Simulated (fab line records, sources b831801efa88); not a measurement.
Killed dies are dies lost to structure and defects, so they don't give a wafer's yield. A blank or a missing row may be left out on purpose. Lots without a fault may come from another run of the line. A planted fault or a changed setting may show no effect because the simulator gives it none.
One fault seen from 2 desks | flow gf180mcu | each desk has only its own numbers; what lay behind them comes last

THE TOOL OWNER'S DESK: rie_si-02
The tool's own readings at GF_POLY_GATE_ETCH_13 (etches poly-Si in HBr/Cl2, stops on SiO2, target depth 198.5 nm, time 69.6 s): means of the sampled wafers that have a number, for each lot that ran on this tool. A lot is out of limits, marked OUT, if its mean lies more than 4 standard deviations from the usual mean; the brackets give that distance.
Columns: A = HBr_flow_sccm at GF_POLY_GATE_ETCH_13, usual 150.0 sccm; B = bias_w at GF_POLY_GATE_ETCH_13, usual 99.94 W; C = drypump_motor_current_A at GF_POLY_GATE_ETCH_13, usual 5.9 A; D = he_backside_leak_sccm at GF_POLY_GATE_ETCH_13, usual 2.78 sccm; E = oes_product_au at GF_POLY_GATE_ETCH_13, usual 0.989 a.u.; F = throttle_valve_pct at GF_POLY_GATE_ETCH_13, usual 33.685 %
lot  | first seen here | A     | B      | C   | D    | E     | F
L697 | day 9 03:38     | 149.9 | 99.96  | 5.5 | 2.83 | 0.991 | 33.687
L702 | day 10 12:50    | 149.8 | 100.18 | 5.8 | 2.78 | 0.989 | 33.682
L703 | day 10 20:01    | 150.1 | 99.74  | 5.7 | 2.70 | 0.988 | 33.689
L704 | day 11 03:22    | 150.0 | 100.03 | 5.5 | 2.69 | 0.989 | 33.677
L713 | day 13 16:34    | 150.0 | 99.67  | 5.5 | 2.71 | 0.986 | 33.677
L716 | day 14 18:44    | 149.9 | 100.35 | 5.7 | 2.81 | 0.994 | 33.687
L717 | day 15 11:08    | 150.1 | 100.10 | 5.7 | 2.79 | 0.981 | 33.686
This desk's finding: nothing out of limits on any of the 7 lots.

THE METROLOGY DESK
What the gauges read, lot by lot, whatever tool the lot ran on: means of the sampled wafers that have a number. A lot is out of limits, marked OUT, if its mean lies more than 4 standard deviations from the usual mean; the brackets give that distance.
Columns: A = DUAL_GATE_OXIDATION_00_THK at GF_DUAL_GATE_THK_MEAS_03, usual 10.83 nm; B = cd_nm at GF_HV_LDD_CD_MEAS_19, usual 395.9 nm
lot  | first seen here | A     | B
L697 | day 7 13:56     | 10.81 | 396.5
L702 | day 8 21:57     | 10.83 | 394.3
L703 | day 9 03:38     | 10.55 | 395.5
L704 | day 9 10:58     | 10.74 | 391.2
L708 | day 10 11:55    | 10.59 | -
L709 | day 10 20:25    | 10.88 | -
L712 | day 11 13:26    | 10.71 | 397.8
L713 | day 11 22:28    | 10.62 | 397.0
L716 | day 12 22:35    | 11.06 | 394.6
L717 | day 13 11:46    | 10.91 | 397.3
L719 | day 14 00:34    | 10.85 | 392.2
L718 | day 14 02:01    | 10.97 | 395.9
This desk's finding: nothing out of limits on any of the 12 lots.

PUT TOGETHER
The tool owner's desk saw nothing out of limits.
The metrology desk saw nothing out of limits.

WHAT THE SIMULATOR HAD PUT IN
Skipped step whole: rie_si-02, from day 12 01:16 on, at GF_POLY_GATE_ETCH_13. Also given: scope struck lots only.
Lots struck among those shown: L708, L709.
